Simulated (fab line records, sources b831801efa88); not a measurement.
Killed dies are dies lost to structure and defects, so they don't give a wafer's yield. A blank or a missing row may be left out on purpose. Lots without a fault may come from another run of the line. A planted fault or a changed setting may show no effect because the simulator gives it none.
Chamber matching | flow gf180mcu | GF_PASSIVATION_CVD_02 on pecvd-01: 3 sister chambers
The step deposits Si3N4, target thk 700 nm, time 486.18 s. 3 wafers are shown with their chamber, then 8 later ones without.

WAFERS WITH THEIR CHAMBER
wafer  | chamber | heater_power_outer_w (W)
L187.1 | 1       | 414
L193.4 | 2       | 256
L195.3 | 0       | 556

WAFERS WITHOUT THEIR CHAMBER
wafer  | heater_power_outer_w (W)
L195.4 | 434
L195.5 | 581
L197.1 | 591
L197.2 | 305
L197.6 | 382
L198.1 | 595
L198.2 | 280
L198.6 | 317

WHICH CHAMBER EACH WENT THROUGH
wafer  | from the rows above     | in truth
L195.4 | 1                       | 1
L195.5 | 0                       | 0
L197.1 | 0                       | 0
L197.2 | can't be placed: 2 or 1 | 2
L197.6 | 1                       | 1
L198.1 | 0                       | 0
L198.2 | 2                       | 2
L198.6 | can't be placed: 2 or 1 | 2
Placed correctly: 6 of 8. Can't be placed from these rows: 2 (the true chamber is among the candidates in 2). Placed wrongly: 0.
How it was worked out, from the rows above alone: a wafer's distance from a chamber is the root of the sum, over the readings, of the square of ((its reading less the chamber's mean) divided by the reading's scatter). The wafer belongs to the nearest chamber; if the next one is less than 2 further off, it can't be placed. A chamber's mean is the mean of its shown wafers. The scatter: with one shown wafer a chamber, the root of the mean of the squares of how far each hidden wafer lies from its nearest shown one.
